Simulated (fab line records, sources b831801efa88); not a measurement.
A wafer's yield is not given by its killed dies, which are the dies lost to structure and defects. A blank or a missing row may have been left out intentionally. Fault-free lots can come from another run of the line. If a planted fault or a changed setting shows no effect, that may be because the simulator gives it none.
What tool caused it? || flow sky130 || Sampling: 11 lots, 33 wafers, 5 of 708 route steps

WHAT THE GAUGES READ, wafer by wafer
SKY_SONOS_TUNNEL_OVL_MEAS_08.
{"lot": "L284", "measured": "day 11 10:53", "on": "overlay-01", "SONOS_TUNNEL_OVL (nm)": "-3.0 -2.8 -1.4"}
{"lot": "L285", "measured": "day 11 20:53", "on": "overlay-02", "SONOS_TUNNEL_OVL (nm)": "-1.6 -2.2 -0.7"}
{"lot": "L287", "measured": "day 12 08:20", "on": "overlay-01", "SONOS_TUNNEL_OVL (nm)": "-1.8 -2.8 -1.5"}
{"lot": "L289", "measured": "day 13 07:38", "on": "overlay-01", "SONOS_TUNNEL_OVL (nm)": "-2.5 -3.1 -1.2"}
{"lot": "L294", "measured": "day 14 13:02", "on": "overlay-02", "SONOS_TUNNEL_OVL (nm)": "-2.9 -2.1 -3.8"}
{"lot": "L295", "measured": "day 14 18:34", "on": "overlay-02", "SONOS_TUNNEL_OVL (nm)": "-1.5 0.5 1.2"}
{"lot": "L297", "measured": "day 15 23:32", "on": "overlay-02", "SONOS_TUNNEL_OVL (nm)": "-2.1 0.6 -1.5"}
{"lot": "L299", "measured": "day 16 10:50", "on": "overlay-02", "SONOS_TUNNEL_OVL (nm)": "-3.2 -2.3 -0.5"}
{"lot": "L302", "measured": "day 17 11:12", "on": "overlay-01", "SONOS_TUNNEL_OVL (nm)": "-0.2 -0.8 -0.8"}
{"lot": "L303", "measured": "day 18 00:23", "on": "overlay-01", "SONOS_TUNNEL_OVL (nm)": "-4.7 -2.0 -3.2"}
{"lot": "L305", "measured": "day 18 16:32", "on": "overlay-02", "SONOS_TUNNEL_OVL (nm)": "0.6 1.2 -0.5"}

SKY_SONOS_ONO_THK_MEAS_01.
{"lot": "L284", "measured": "day 11 12:59", "on": "film metro-03", "SONOS_ONO_OXIDATION_THK (nm)": "2.56 2.57 2.57"}
{"lot": "L285", "measured": "day 12 00:46", "on": "film metro-03", "SONOS_ONO_OXIDATION_THK (nm)": "2.71 2.68 2.73"}
{"lot": "L287", "measured": "day 12 11:40", "on": "film metro-03", "SONOS_ONO_OXIDATION_THK (nm)": "2.64 2.63 2.56"}
{"lot": "L289", "measured": "day 13 10:02", "on": "film metro-02", "SONOS_ONO_OXIDATION_THK (nm)": "2.71 2.72 2.74"}
{"lot": "L294", "measured": "day 14 15:41", "on": "film metro-01", "SONOS_ONO_OXIDATION_THK (nm)": "2.58 2.55 2.55"}
{"lot": "L295", "measured": "day 14 21:25", "on": "film metro-01", "SONOS_ONO_OXIDATION_THK (nm)": "2.58 2.66 2.62"}
{"lot": "L297", "measured": "day 16 01:25", "on": "film metro-03", "SONOS_ONO_OXIDATION_THK (nm)": "2.65 2.66 2.71"}
{"lot": "L299", "measured": "day 16 12:59", "on": "film metro-03", "SONOS_ONO_OXIDATION_THK (nm)": "2.66 2.71 2.63"}
{"lot": "L302", "measured": "day 17 14:01", "on": "film metro-01", "SONOS_ONO_OXIDATION_THK (nm)": "2.51 2.52 2.49"}
{"lot": "L303", "measured": "day 18 02:19", "on": "film metro-03", "SONOS_ONO_OXIDATION_THK (nm)": "2.87 2.84 2.80"}
{"lot": "L305", "measured": "day 18 18:46", "on": "film metro-01", "SONOS_ONO_OXIDATION_THK (nm)": "2.78 2.87 2.82"}

SKY_LDD_N_OVL_MEAS_07.
{"lot": "L284", "measured": "day 17 20:52", "on": "overlay-01", "LDD_N_OVL (nm)": "-2.5 -1.2 -3.6"}
{"lot": "L285", "measured": "day 18 02:55", "on": "overlay-02", "LDD_N_OVL (nm)": "-1.9 -0.1 -0.2"}
{"lot": "L287", "measured": "day 18 21:34", "on": "overlay-01", "LDD_N_OVL (nm)": "0.5 -0.9 -1.5"}
{"lot": "L289", "measured": "day 20 05:39", "on": "overlay-02", "LDD_N_OVL (nm)": "0.7 0.6 1.2"}
{"lot": "L294", "measured": "day 21 16:55", "on": "overlay-01", "LDD_N_OVL (nm)": "-0.9 -0.1 -1.6"}
{"lot": "L295", "measured": "day 21 16:55", "on": "overlay-02", "LDD_N_OVL (nm)": "0.9 0.7 0.6"}
{"lot": "L297", "measured": "day 22 22:52", "on": "overlay-01", "LDD_N_OVL (nm)": "0.2 1.5 0.7"}
{"lot": "L299", "measured": "day 23 15:09", "on": "overlay-02", "LDD_N_OVL (nm)": "2.1 0.9 2.5"}
{"lot": "L302", "measured": "day 24 10:08", "on": "overlay-01", "LDD_N_OVL (nm)": "-1.4 -1.1 -1.2"}
{"lot": "L303", "measured": "day 25 01:19", "on": "overlay-02", "LDD_N_OVL (nm)": "-2.1 0.3 -0.4"}
{"lot": "L305", "measured": "day 25 14:19", "on": "overlay-01", "LDD_N_OVL (nm)": "1.7 1.4 -1.4"}

EACH LOT AND THE TOOL THAT RAN IT (in order: tool; ch and the chambers of the sampled wafers; start)
{"lot": "L284", "SKY_SONOS_ONO_OXIDATION_00": "furnace-01 ch 0, day 11 11:38", "SKY_POLY_GATE_ETCH_16": "rie diel-03 ch 1,2, day 16 12:14"}
{"lot": "L285", "SKY_SONOS_ONO_OXIDATION_00": "furnace-02 ch 0, day 11 23:25", "SKY_POLY_GATE_ETCH_16": "rie diel-01 ch 0,1,3, day 16 19:38"}
{"lot": "L287", "SKY_SONOS_ONO_OXIDATION_00": "furnace-01 ch 0, day 12 10:19", "SKY_POLY_GATE_ETCH_16": "rie diel-03 ch 0,1,2, day 17 12:55"}
{"lot": "L289", "SKY_SONOS_ONO_OXIDATION_00": "furnace-02 ch 0, day 13 08:42", "SKY_POLY_GATE_ETCH_16": "rie diel-01 ch 0,1,2, day 18 19:19"}
{"lot": "L294", "SKY_SONOS_ONO_OXIDATION_00": "furnace-01 ch 0, day 14 14:20", "SKY_POLY_GATE_ETCH_16": "rie diel-02 ch 2,3, day 20 08:22"}
{"lot": "L295", "SKY_SONOS_ONO_OXIDATION_00": "furnace-02 ch 0, day 14 20:02", "SKY_POLY_GATE_ETCH_16": "rie diel-03 ch 0,2,3, day 20 08:24"}
{"lot": "L297", "SKY_SONOS_ONO_OXIDATION_00": "furnace-02 ch 0, day 16 00:03", "SKY_POLY_GATE_ETCH_16": "rie diel-02 ch 1,2,3, day 21 13:42"}
{"lot": "L299", "SKY_SONOS_ONO_OXIDATION_00": "furnace-02 ch 0, day 16 11:38", "SKY_POLY_GATE_ETCH_16": "rie diel-03 ch 0,1,3, day 22 02:26"}
{"lot": "L302", "SKY_SONOS_ONO_OXIDATION_00": "furnace-02 ch 0, day 17 12:38", "SKY_POLY_GATE_ETCH_16": "rie diel-01 ch 0,3, day 23 02:56"}
{"lot": "L303", "SKY_SONOS_ONO_OXIDATION_00": "furnace-02 ch 0, day 18 00:56", "SKY_POLY_GATE_ETCH_16": "rie diel-03 ch 2,3, day 23 17:27"}
{"lot": "L305", "SKY_SONOS_ONO_OXIDATION_00": "furnace-02 ch 0, day 18 17:24", "SKY_POLY_GATE_ETCH_16": "rie diel-01 ch 0,3, day 24 06:29"}
- SKY_SONOS_ONO_OXIDATION_00: stabilise 600 s, purge 300 s, target thk 2.6 nm.
- SKY_POLY_GATE_ETCH_16: etches Si3N4 in CH3F/O2, stops on poly-Si, time 147.5 s, target depth 75 nm.

WHAT THE TOOLS THEMSELVES READ (means of the sampled wafers that have a number; where no wafer has one, the mark that the record gives instead)
SKY_SONOS_ONO_OXIDATION_00.
{"lot": "L284", "tool": "furnace-01", "spike tc bottom C (C)": 821.9, "spike tc centre C (C)": 800.7, "spike tc lower C (C)": 802.6, "spike tc top C (C)": 814.8, "spike tc upper C (C)": 799.6, "tube center temp C (C)": 800, "tube_center_temp_C_max": 802.3, "zone power top pct (%)": 29.7}
{"lot": "L285", "tool": "furnace-02", "spike tc bottom C (C)": 822.2, "spike tc centre C (C)": 800.1, "spike tc lower C (C)": 800.7, "spike tc top C (C)": 818.7, "spike tc upper C (C)": 801.2, "tube center temp C (C)": 800, "tube_center_temp_C_max": 802.0, "zone power top pct (%)": 29.2}
{"lot": "L287", "tool": "furnace-01", "spike tc bottom C (C)": 821.6, "spike tc centre C (C)": 799.1, "spike tc lower C (C)": 800.7, "spike tc top C (C)": 814.8, "spike tc upper C (C)": 799.1, "tube center temp C (C)": 800, "tube_center_temp_C_max": 801.9, "zone power top pct (%)": 29.9}
{"lot": "L289", "tool": "furnace-02", "spike tc bottom C (C)": 823.4, "spike tc centre C (C)": 800.0, "spike tc lower C (C)": 801.0, "spike tc top C (C)": 819.8, "spike tc upper C (C)": 800.8, "tube center temp C (C)": 800, "tube_center_temp_C_max": 801.8, "zone power top pct (%)": 28.9}
{"lot": "L294", "tool": "furnace-01", "spike tc bottom C (C)": 821.7, "spike tc centre C (C)": 800.8, "spike tc lower C (C)": 801.8, "spike tc top C (C)": 815.5, "spike tc upper C (C)": 798.2, "tube center temp C (C)": 800, "tube_center_temp_C_max": 802.1, "zone power top pct (%)": 29.5}
{"lot": "L295", "tool": "furnace-02", "spike tc bottom C (C)": 824.2, "spike tc centre C (C)": 799.4, "spike tc lower C (C)": 798.9, "spike tc top C (C)": 818.5, "spike tc upper C (C)": 801.6, "tube center temp C (C)": 800, "tube_center_temp_C_max": 801.7, "zone power top pct (%)": 29.4}
{"lot": "L297", "tool": "furnace-02", "spike tc bottom C (C)": 822.6, "spike tc centre C (C)": 799.9, "spike tc lower C (C)": 799.9, "spike tc top C (C)": 820.3, "spike tc upper C (C)": 801.6, "tube center temp C (C)": 800, "tube_center_temp_C_max": 802.2, "zone power top pct (%)": 28.7}
{"lot": "L299", "tool": "furnace-02", "spike tc bottom C (C)": 822.7, "spike tc centre C (C)": 800.5, "spike tc lower C (C)": 800.2, "spike tc top C (C)": 818.9, "spike tc upper C (C)": 801.0, "tube center temp C (C)": 800, "tube_center_temp_C_max": 802.0, "zone power top pct (%)": 28.8}
{"lot": "L302", "tool": "furnace-02", "spike tc bottom C (C)": 824.1, "spike tc centre C (C)": 800.4, "spike tc lower C (C)": 799.6, "spike tc top C (C)": 818.4, "spike tc upper C (C)": 800.8, "tube center temp C (C)": 800, "tube_center_temp_C_max": 801.7, "zone power top pct (%)": 28.9}
{"lot": "L303", "tool": "furnace-02", "spike tc bottom C (C)": 828.6, "spike tc centre C (C)": 804.8, "spike tc lower C (C)": 805.4, "spike tc top C (C)": 823.7, "spike tc upper C (C)": 806.9, "tube center temp C (C)": 805, "tube_center_temp_C_max": 807.3, "zone power top pct (%)": 29.5}
{"lot": "L305", "tool": "furnace-02", "spike tc bottom C (C)": 827.8, "spike tc centre C (C)": 805.1, "spike tc lower C (C)": 805.8, "spike tc top C (C)": 824.4, "spike tc upper C (C)": 806.2, "tube center temp C (C)": 805, "tube_center_temp_C_max": 807.1, "zone power top pct (%)": 29.0}

SKY_POLY_GATE_ETCH_16.
{"lot": "L284", "tool": "rie diel-03", "drypump motor current A (A)": 5.8, "oes product au (a.u.)": 0.643, "throttle valve pct (%)": 10.533}
{"lot": "L285", "tool": "rie diel-01", "drypump motor current A (A)": 5.8, "oes product au (a.u.)": 0.638, "throttle valve pct (%)": 10.532}
{"lot": "L287", "tool": "rie diel-03", "drypump motor current A (A)": 5.8, "oes product au (a.u.)": 0.643, "throttle valve pct (%)": 10.532}
{"lot": "L289", "tool": "rie diel-01", "drypump motor current A (A)": 5.7, "oes product au (a.u.)": 0.641, "throttle valve pct (%)": 10.534}
{"lot": "L294", "tool": "rie diel-02", "drypump motor current A (A)": 5.2, "oes product au (a.u.)": 0.639, "throttle valve pct (%)": 10.534}
{"lot": "L295", "tool": "rie diel-03", "drypump motor current A (A)": 5.8, "oes product au (a.u.)": 0.638, "throttle valve pct (%)": 10.526}
{"lot": "L297", "tool": "rie diel-02", "drypump motor current A (A)": 5.4, "oes product au (a.u.)": 0.643, "throttle valve pct (%)": 10.536}
{"lot": "L299", "tool": "rie diel-03", "drypump motor current A (A)": 5.7, "oes product au (a.u.)": 0.632, "throttle valve pct (%)": 10.532}
{"lot": "L302", "tool": "rie diel-01", "drypump motor current A (A)": 5.9, "oes product au (a.u.)": 0.637, "throttle valve pct (%)": 10.535}
{"lot": "L303", "tool": "rie diel-03", "drypump motor current A (A)": 5.9, "oes product au (a.u.)": 0.638, "throttle valve pct (%)": 10.527}
{"lot": "L305", "tool": "rie diel-01", "drypump motor current A (A)": 5.9, "oes product au (a.u.)": 0.641, "throttle valve pct (%)": 10.538}

THE ANSWER, worked out from the rows above alone
Rule: the usual values come from the lots themselves. Put in order of their means at a reading, lots are off if they are a third of the lots or fewer, leave a main group of 4 or more, and stand apart from it by a gap of 3 or more times the standard deviation of the main group's means; of several such gaps the widest counts. The tables above print the reading to a certain number of digits; a main group whose means all agree to those digits is not used. Also off: a lot with no number at a reading for which 4 or more lots have one. The other lots that the step has rows for count as sound. The gauges are gone through in route order, then the tools' own readings, and for those a lot's mean is taken as printed above. At the first step where some lot is off, the reading lying furthest off is the one used; lots without a number count as furthest.
Off, at SKY_SONOS_ONO_OXIDATION_00 on tube_center_temp_C_max: L303, L305. For the main group the mean is 802.0 and the standard deviation 0.2.
A tool fits if, at that step or a process step before it, it ran every lot that is off, and no sound lot after the first of them. One candidate fits, namely furnace-02 at SKY_SONOS_ONO_OXIDATION_00. Its last sound lot is L302 (day 17 12:38), its first lot that is off L303 (day 18 00:56): a fault that began between those two fits.
The tool's own readings at SKY_SONOS_ONO_OXIDATION_00 bear it out: on the lots that are off they differ by more than 5 times the standard deviation of the sound lots' means. spike tc bottom C reads 828.2 C there against 822.7 C on the sound lots; spike tc centre C reads 805.0 C there against 800.1 C on the sound lots; spike tc upper C reads 806.5 C there against 800.4 C on the sound lots; tube center temp C reads 805 C there against 800 C on the sound lots; tube_center_temp_C_max reads 807.2 there against 802.0 on the sound lots.

WHAT THE SIMULATOR HAD PUT IN
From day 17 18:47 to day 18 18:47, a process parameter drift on furnace-02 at SKY_SONOS_ONO_OXIDATION_00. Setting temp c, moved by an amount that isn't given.
Lots struck among those shown: L303, L305. The rule given above showed the same thing.
